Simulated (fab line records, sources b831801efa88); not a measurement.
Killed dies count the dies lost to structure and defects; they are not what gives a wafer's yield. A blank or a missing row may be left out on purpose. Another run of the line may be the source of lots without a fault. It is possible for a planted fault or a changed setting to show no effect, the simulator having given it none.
The tool behind it: which one? :: flow sky130 :: 11 lots, 31 wafers sampled, at 6 steps of a route of 708

WHAT THE GAUGES READ, wafer by wafer
SKY_CONTACT_BOW_MEAS_05. Usual: for CONTACT_BOW the level is 83 um and the standard deviation is 6.7.
lot: L183
measured: day 30 14:03
on: film-metro-01
CONTACT_BOW (um): 87 84 79
flag: 

lot: L185
measured: day 31 06:43
on: film-metro-04
CONTACT_BOW (um): 85 89 83
flag: 

lot: L187
measured: day 31 19:57
on: film-metro-02
CONTACT_BOW (um): 81 72 76
flag: 

lot: L190
measured: day 33 09:11
on: film-metro-04
CONTACT_BOW (um): 99 92 90
flag: 

lot: L191
measured: day 33 12:29
on: film-metro-02
CONTACT_BOW (um): 82 86 78
flag: 

lot: L192
measured: day 33 19:51
on: film-metro-02
CONTACT_BOW (um): 84 87 83
flag: 

lot: L193
measured: day 34 05:50
on: film-metro-02
CONTACT_BOW (um): 91 77 82
flag: 

lot: L196
measured: day 34 23:09
on: film-metro-01
CONTACT_BOW (um): 78 67
flag: 

lot: L198
measured: day 35 21:55
on: film-metro-04
CONTACT_BOW (um): 87 78 86
flag: 

lot: L201
measured: day 36 11:32
on: film-metro-04
CONTACT_BOW (um): 80 82
flag: 

lot: L205
measured: day 38 03:07
on: film-metro-02
CONTACT_BOW (um): 86 90 84
flag: 

WHAT TOOL EACH LOT RAN ON (gives the tool, then ch and the chambers of the sampled wafers, and finally the start)
lot: L183
SKY_SPACER_ETCHBACK_02: rie-diel-02 ch 0,2, day 22 22:59
SKY_POLY_CUT_ETCH_10: rie-diel-02 ch 1,2,3, day 24 05:49
SKY_LOCAL_INTERCONNECT_COAT_05: litho-track-01 ch 0, day 29 22:40
SKY_LOCAL_INTERCONNECT_ETCH_13: rie-metal-03 ch 1, day 30 12:49
SKY_LOCAL_INTERCONNECT_STRIP_15: plasma-asher-01 ch 0,1, day 30 12:56

lot: L185
SKY_SPACER_ETCHBACK_02: rie-diel-03 ch 0,1,3, day 23 17:44
SKY_POLY_CUT_ETCH_10: rie-diel-01 ch 0,1,3, day 25 00:22
SKY_LOCAL_INTERCONNECT_COAT_05: litho-track-01 ch 0, day 30 14:13
SKY_LOCAL_INTERCONNECT_ETCH_13: rie-metal-02 ch 0, day 31 05:28
SKY_LOCAL_INTERCONNECT_STRIP_15: plasma-asher-02 ch 0, day 31 05:35

lot: L187
SKY_SPACER_ETCHBACK_02: rie-diel-03 ch 2,3, day 24 08:28
SKY_POLY_CUT_ETCH_10: rie-diel-04 ch 1,2,3, day 25 15:49
SKY_LOCAL_INTERCONNECT_COAT_05: litho-track-01 ch 0, day 31 04:32
SKY_LOCAL_INTERCONNECT_ETCH_13: rie-metal-04 ch 0,1, day 31 18:37
SKY_LOCAL_INTERCONNECT_STRIP_15: plasma-asher-01 ch 0,1, day 31 18:44

lot: L190
SKY_SPACER_ETCHBACK_02: rie-diel-02 ch 2,3, day 26 02:49
SKY_POLY_CUT_ETCH_10: rie-diel-04 ch 0,3, day 27 08:19
SKY_LOCAL_INTERCONNECT_COAT_05: litho-track-01 ch 0, day 32 17:32
SKY_LOCAL_INTERCONNECT_ETCH_13: rie-metal-02 ch 0,1, day 33 07:53
SKY_LOCAL_INTERCONNECT_STRIP_15: plasma-asher-01 ch 0,1, day 33 08:01

lot: L191
SKY_SPACER_ETCHBACK_02: rie-diel-04 ch 0,1, day 26 08:00
SKY_POLY_CUT_ETCH_10: rie-diel-04 ch 0,1,3, day 27 13:22
SKY_LOCAL_INTERCONNECT_COAT_05: litho-track-04 ch 0, day 32 21:29
SKY_LOCAL_INTERCONNECT_ETCH_13: rie-metal-04 ch 0,1, day 33 11:13
SKY_LOCAL_INTERCONNECT_STRIP_15: plasma-asher-01 ch 0, day 33 11:20

lot: L192
SKY_SPACER_ETCHBACK_02: rie-diel-03 ch 0,1,3, day 26 12:47
SKY_POLY_CUT_ETCH_10: rie-diel-02 ch 0,3, day 27 18:10
SKY_LOCAL_INTERCONNECT_COAT_05: litho-track-02 ch 0, day 33 04:28
SKY_LOCAL_INTERCONNECT_ETCH_13: rie-metal-04 ch 0,1, day 33 18:34
SKY_LOCAL_INTERCONNECT_STRIP_15: plasma-asher-01 ch 0,1, day 33 18:41

lot: L193
SKY_SPACER_ETCHBACK_02: rie-diel-03 ch 1,2, day 26 23:58
SKY_POLY_CUT_ETCH_10: rie-diel-01 ch 0,3, day 28 05:13
SKY_LOCAL_INTERCONNECT_COAT_05: litho-track-04 ch 0, day 33 15:01
SKY_LOCAL_INTERCONNECT_ETCH_13: rie-metal-04 ch 0,1, day 34 04:37
SKY_LOCAL_INTERCONNECT_STRIP_15: plasma-asher-04 ch 0,1, day 34 04:44

lot: L196
SKY_SPACER_ETCHBACK_02: rie-diel-02 ch 2,3, day 27 19:20
SKY_POLY_CUT_ETCH_10: rie-diel-02 ch 1,3, day 29 00:31
SKY_LOCAL_INTERCONNECT_COAT_05: litho-track-02 ch 0, day 34 08:01
SKY_LOCAL_INTERCONNECT_ETCH_13: rie-metal-03 ch 0,1, day 34 21:55
SKY_LOCAL_INTERCONNECT_STRIP_15: plasma-asher-04 ch 0,1, day 34 22:02

lot: L198
SKY_SPACER_ETCHBACK_02: rie-diel-02 ch 0,3, day 28 19:41
SKY_POLY_CUT_ETCH_10: rie-diel-01 ch 2,3, day 30 00:16
SKY_LOCAL_INTERCONNECT_COAT_05: litho-track-02 ch 0, day 35 06:59
SKY_LOCAL_INTERCONNECT_ETCH_13: rie-metal-03 ch 0,1, day 35 20:40
SKY_LOCAL_INTERCONNECT_STRIP_15: plasma-asher-04 ch 0,1, day 35 20:47

lot: L201
SKY_SPACER_ETCHBACK_02: rie-diel-02 ch 0,3, day 29 09:18
SKY_POLY_CUT_ETCH_10: rie-diel-04 ch 2, day 30 13:43
SKY_LOCAL_INTERCONNECT_COAT_05: litho-track-02 ch 0, day 35 19:46
SKY_LOCAL_INTERCONNECT_ETCH_13: rie-metal-03 ch 0,1, day 36 10:14
SKY_LOCAL_INTERCONNECT_STRIP_15: plasma-asher-01 ch 0,1, day 36 10:22

lot: L205
SKY_SPACER_ETCHBACK_02: rie-diel-03 ch 2,3, day 31 05:35
SKY_POLY_CUT_ETCH_10: rie-diel-01 ch 0,1,3, day 32 09:13
SKY_LOCAL_INTERCONNECT_COAT_05: litho-track-04 ch 0, day 37 11:55
SKY_LOCAL_INTERCONNECT_ETCH_13: rie-metal-04 ch 0, day 38 01:47
SKY_LOCAL_INTERCONNECT_STRIP_15: plasma-asher-02 ch 0,1, day 38 01:53
- SKY_SPACER_ETCHBACK_02: etches Si3N4 in CH3F/O2, stops on SiO2, time 46.7 s, target depth 45 nm.
- SKY_POLY_CUT_ETCH_10: etches BARC in N2/H2, stops on SiO2, time 45.9 s, target depth 60 nm.
- SKY_LOCAL_INTERCONNECT_COAT_05: resist thk 60 nm.
- SKY_LOCAL_INTERCONNECT_ETCH_13: etches BARC in N2/H2, stops on SiO2, time 45.9 s, target depth 60 nm.
- SKY_LOCAL_INTERCONNECT_STRIP_15: strips in O2/N2.

AS READ BY THE TOOLS THEMSELVES (means over the sampled wafers that have a number; for cases with no such wafer, the mark the record gives instead)
SKY_SPACER_ETCHBACK_02. Usual: drypump-motor-current-A 5.8 A, standard deviation 0.48; oes-product-au 0.853 a.u., standard deviation 0.0059; throttle-valve-pct 10.561 %, standard deviation 0.0092.
lot: L183
tool: rie-diel-02
drypump-motor-current-A (A): 6.0
oes-product-au (a.u.): 0.853
throttle-valve-pct (%): 10.563
flag: 

lot: L185
tool: rie-diel-03
drypump-motor-current-A (A): 6.0
oes-product-au (a.u.): 0.856
throttle-valve-pct (%): 10.566
flag: 

lot: L187
tool: rie-diel-03
drypump-motor-current-A (A): 5.8
oes-product-au (a.u.): 0.849
throttle-valve-pct (%): 10.567
flag: 

lot: L190
tool: rie-diel-02
drypump-motor-current-A (A): 5.9
oes-product-au (a.u.): 0.844
throttle-valve-pct (%): 10.554
flag: 

lot: L191
tool: rie-diel-04
drypump-motor-current-A (A): 5.2
oes-product-au (a.u.): 0.847
throttle-valve-pct (%): 10.565
flag: 

lot: L192
tool: rie-diel-03
drypump-motor-current-A (A): 6.0
oes-product-au (a.u.): 0.849
throttle-valve-pct (%): 10.564
flag: 

lot: L193
tool: rie-diel-03
drypump-motor-current-A (A): 5.3
oes-product-au (a.u.): 0.851
throttle-valve-pct (%): 10.557
flag: 

lot: L196
tool: rie-diel-02
drypump-motor-current-A (A): 6.0
oes-product-au (a.u.): 0.855
throttle-valve-pct (%): 10.569
flag: 

lot: L198
tool: rie-diel-02
drypump-motor-current-A (A): 6.2
oes-product-au (a.u.): 0.858
throttle-valve-pct (%): 10.556
flag: 

lot: L201
tool: rie-diel-02
drypump-motor-current-A (A): 6.3
oes-product-au (a.u.): 0.848
throttle-valve-pct (%): 10.567
flag: 

lot: L205
tool: rie-diel-03
drypump-motor-current-A (A): 5.7
oes-product-au (a.u.): 0.849
throttle-valve-pct (%): 10.563
flag: 

SKY_POLY_CUT_ETCH_10. Usual: drypump-motor-current-A 5.6 A, standard deviation 0.46; oes-product-au 0.855 a.u., standard deviation 0.0052; throttle-valve-pct 13.225 %, standard deviation 0.0097.
lot: L183
tool: rie-diel-02
drypump-motor-current-A (A): 5.9
oes-product-au (a.u.): 0.860
throttle-valve-pct (%): 13.220
flag: 

lot: L185
tool: rie-diel-01
drypump-motor-current-A (A): 5.2
oes-product-au (a.u.): 0.860
throttle-valve-pct (%): 13.224
flag: 

lot: L187
tool: rie-diel-04
drypump-motor-current-A (A): 5.2
oes-product-au (a.u.): 0.853
throttle-valve-pct (%): 13.222
flag: 

lot: L190
tool: rie-diel-04
drypump-motor-current-A (A): 5.6
oes-product-au (a.u.): 0.855
throttle-valve-pct (%): 13.230
flag: 

lot: L191
tool: rie-diel-04
drypump-motor-current-A (A): 5.3
oes-product-au (a.u.): 0.857
throttle-valve-pct (%): 13.222
flag: 

lot: L192
tool: rie-diel-02
drypump-motor-current-A (A): 6.3
oes-product-au (a.u.): 0.856
throttle-valve-pct (%): 13.232
flag: 

lot: L193
tool: rie-diel-01
drypump-motor-current-A (A): 5.5
oes-product-au (a.u.): 0.862
throttle-valve-pct (%): 13.227
flag: 

lot: L196
tool: rie-diel-02
drypump-motor-current-A (A): 5.9
oes-product-au (a.u.): 0.857
throttle-valve-pct (%): 13.235
flag: 

lot: L198
tool: rie-diel-01
drypump-motor-current-A (A): 5.7
oes-product-au (a.u.): 0.850
throttle-valve-pct (%): 13.225
flag: 

lot: L201
tool: rie-diel-04
drypump-motor-current-A (A): 5.4
oes-product-au (a.u.): 0.861
throttle-valve-pct (%): 13.231
flag: 

lot: L205
tool: rie-diel-01
drypump-motor-current-A (A): 5.2
oes-product-au (a.u.): 0.859
throttle-valve-pct (%): 13.218
flag: 

SKY_LOCAL_INTERCONNECT_ETCH_13. Usual: drypump-motor-current-A 5.6 A, standard deviation 0.37; oes-product-au 0.854 a.u., standard deviation 0.0047; throttle-valve-pct 13.225 %, standard deviation 0.0082.
lot: L183
tool: rie-metal-03
drypump-motor-current-A (A): 6.3
oes-product-au (a.u.): 0.854
throttle-valve-pct (%): 13.229
flag: 

lot: L185
tool: rie-metal-02
drypump-motor-current-A (A): 6.0
oes-product-au (a.u.): 0.854
throttle-valve-pct (%): 13.226
flag: 

lot: L187
tool: rie-metal-04
drypump-motor-current-A (A): 5.3
oes-product-au (a.u.): 0.851
throttle-valve-pct (%): 13.224
flag: 

lot: L190
tool: rie-metal-02
drypump-motor-current-A (A): 5.7
oes-product-au (a.u.): 0.854
throttle-valve-pct (%): 13.225
flag: 

lot: L191
tool: rie-metal-04
drypump-motor-current-A (A): 5.3
oes-product-au (a.u.): 0.851
throttle-valve-pct (%): 13.230
flag: 

lot: L192
tool: rie-metal-04
drypump-motor-current-A (A): 5.3
oes-product-au (a.u.): 0.856
throttle-valve-pct (%): 13.218
flag: 

lot: L193
tool: rie-metal-04
drypump-motor-current-A (A): 5.4
oes-product-au (a.u.): 0.857
throttle-valve-pct (%): 13.231
flag: 

lot: L196
tool: rie-metal-03
drypump-motor-current-A (A): 5.9
oes-product-au (a.u.): 0.870
throttle-valve-pct (%): 13.222
flag: OFF

lot: L198
tool: rie-metal-03
drypump-motor-current-A (A): 6.0
oes-product-au (a.u.): 0.869
throttle-valve-pct (%): 13.219
flag: OFF

lot: L201
tool: rie-metal-03
drypump-motor-current-A (A): 5.9
oes-product-au (a.u.): 0.869
throttle-valve-pct (%): 13.224
flag: OFF

lot: L205
tool: rie-metal-04
drypump-motor-current-A (A): 5.5
oes-product-au (a.u.): 0.852
throttle-valve-pct (%): 13.219
flag: 

SKY_LOCAL_INTERCONNECT_STRIP_15. Usual: drypump-motor-current-A 5.2 A, standard deviation 0.42; oes-product-au 0.426 a.u., standard deviation 0.0044; strip-time-to-endpoint-s 4.718 s, standard deviation 0.018.
lot: L183
tool: plasma-asher-01
drypump-motor-current-A (A): 5.0
oes-product-au (a.u.): 0.430
strip-time-to-endpoint-s (s): 4.726
flag: 

lot: L185
tool: plasma-asher-02
drypump-motor-current-A (A): 5.1
oes-product-au (a.u.): 0.432
strip-time-to-endpoint-s (s): 4.720
flag: 

lot: L187
tool: plasma-asher-01
drypump-motor-current-A (A): 5.5
oes-product-au (a.u.): 0.424
strip-time-to-endpoint-s (s): 4.726
flag: 

lot: L190
tool: plasma-asher-01
drypump-motor-current-A (A): 5.5
oes-product-au (a.u.): 0.429
strip-time-to-endpoint-s (s): 4.722
flag: 

lot: L191
tool: plasma-asher-01
drypump-motor-current-A (A): 5.9
oes-product-au (a.u.): 0.432
strip-time-to-endpoint-s (s): 4.718
flag: 

lot: L192
tool: plasma-asher-01
drypump-motor-current-A (A): 5.1
oes-product-au (a.u.): 0.430
strip-time-to-endpoint-s (s): 4.737
flag: 

lot: L193
tool: plasma-asher-04
drypump-motor-current-A (A): 5.0
oes-product-au (a.u.): 0.424
strip-time-to-endpoint-s (s): 4.681
flag: 

lot: L196
tool: plasma-asher-04
drypump-motor-current-A (A): 5.1
oes-product-au (a.u.): 0.428
strip-time-to-endpoint-s (s): 4.752
flag: 

lot: L198
tool: plasma-asher-04
drypump-motor-current-A (A): 5.1
oes-product-au (a.u.): 0.429
strip-time-to-endpoint-s (s): 4.730
flag: 

lot: L201
tool: plasma-asher-01
drypump-motor-current-A (A): 5.3
oes-product-au (a.u.): 0.432
strip-time-to-endpoint-s (s): 4.724
flag: 

lot: L205
tool: plasma-asher-02
drypump-motor-current-A (A): 5.1
oes-product-au (a.u.): 0.425
strip-time-to-endpoint-s (s): 4.699
flag: 

THE ANSWER, worked out from the rows above alone
Rule: take the mean of a lot's wafers that have a number; if it is more than 3 standard deviations from the usual mean, the lot is off. A lot without any number at a reading at which 4 lots or more have one is off too. All remaining lots with rows at the step are treated as sound. Order of review: gauges by route order, followed by the tools' own readings, for which a lot's mean as printed above is used. At the first step where some lot is off, the reading lying furthest off is the one used; lots without a number count as furthest.
Off: L196, L198, L201, at SKY_LOCAL_INTERCONNECT_ETCH_13 (oes-product-au).
A tool fits if, at that step or a process step before it, it ran every lot that is off, and no sound lot after the first of them. Can't be told from this: 3 tools fit, rie-diel-02 at SKY_SPACER_ETCHBACK_02, litho-track-02 at SKY_LOCAL_INTERCONNECT_COAT_05, rie-metal-03 at SKY_LOCAL_INTERCONNECT_ETCH_13.

WHAT THE SIMULATOR PUT IN
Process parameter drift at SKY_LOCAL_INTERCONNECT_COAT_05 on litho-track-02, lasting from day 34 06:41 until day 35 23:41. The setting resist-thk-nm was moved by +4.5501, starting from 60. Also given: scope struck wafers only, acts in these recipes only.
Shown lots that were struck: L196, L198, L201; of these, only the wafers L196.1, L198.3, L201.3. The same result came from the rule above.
